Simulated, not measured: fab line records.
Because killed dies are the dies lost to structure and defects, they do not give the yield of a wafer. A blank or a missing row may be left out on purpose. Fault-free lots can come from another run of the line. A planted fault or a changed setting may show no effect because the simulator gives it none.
Chamber matching / flow sky130 / 4 sister chambers for SKY_POLY_CUT_ETCH_10 on rie_diel-04
The step etches BARC in N2/H2, stops on SiO2, time 45.9 s, target depth 60 nm. 8 wafers are shown with their chamber, then 9 later ones without.

== EACH WAFER AND ITS CHAMBER ==
wafer=L564.5; chamber=3; drypump_motor_current_A (A)=6.1; oes_product_au (a.u.)=0.854
wafer=L564.6; chamber=2; drypump_motor_current_A (A)=5.5; oes_product_au (a.u.)=0.854
wafer=L565.5; chamber=3; drypump_motor_current_A (A)=6.2; oes_product_au (a.u.)=0.856
wafer=L574.4; chamber=1; drypump_motor_current_A (A)=5.8; oes_product_au (a.u.)=0.850
wafer=L574.5; chamber=0; drypump_motor_current_A (A)=5.3; oes_product_au (a.u.)=0.850
wafer=L576.1; chamber=0; drypump_motor_current_A (A)=5.3; oes_product_au (a.u.)=0.863
wafer=L576.2; chamber=2; drypump_motor_current_A (A)=5.5; oes_product_au (a.u.)=0.852
wafer=L576.3; chamber=1; drypump_motor_current_A (A)=5.8; oes_product_au (a.u.)=0.849

== WAFERS WITHOUT THEIR CHAMBER ==
wafer=L577.4; drypump_motor_current_A (A)=5.8; oes_product_au (a.u.)=0.849
wafer=L577.5; drypump_motor_current_A (A)=5.8; oes_product_au (a.u.)=0.848
wafer=L577.6; drypump_motor_current_A (A)=5.5; oes_product_au (a.u.)=0.854
wafer=L579.4; drypump_motor_current_A (A)=5.6; oes_product_au (a.u.)=0.851
wafer=L579.5; drypump_motor_current_A (A)=6.2; oes_product_au (a.u.)=0.847
wafer=L579.6; drypump_motor_current_A (A)=5.3; oes_product_au (a.u.)=0.857
wafer=L582.1; drypump_motor_current_A (A)=6.1; oes_product_au (a.u.)=0.862
wafer=L582.4; drypump_motor_current_A (A)=5.8; oes_product_au (a.u.)=0.842
wafer=L582.5; drypump_motor_current_A (A)=5.3; oes_product_au (a.u.)=0.865

== WHICH CHAMBER EACH WENT THROUGH ==
wafer=L577.4; from the rows above=1; in truth=1
wafer=L577.5; from the rows above=1; in truth=1
wafer=L577.6; from the rows above=2; in truth=2
wafer=L579.4; from the rows above=2; in truth=2
wafer=L579.5; from the rows above=3; in truth=3
wafer=L579.6; from the rows above=0; in truth=0
wafer=L582.1; from the rows above=3; in truth=3
wafer=L582.4; from the rows above=1; in truth=1
wafer=L582.5; from the rows above=0; in truth=0
9 of 9 placed correctly. Left unplaced by these rows: 0. Number placed wrongly: 0.
How it was worked out, from the rows above alone: a wafer's distance from a chamber is the root of the sum, over the readings, of the square of ((its reading less the chamber's mean) divided by the reading's scatter). If the next closest chamber is less than 2 further off than the closest, the wafer can't be placed; otherwise it belongs to the closest. A chamber's mean is the mean of its shown wafers. The scatter is the square root of a quotient: the sum, over the shown wafers, of each reading's squared deviation from its chamber's mean, divided by wafers minus chambers.
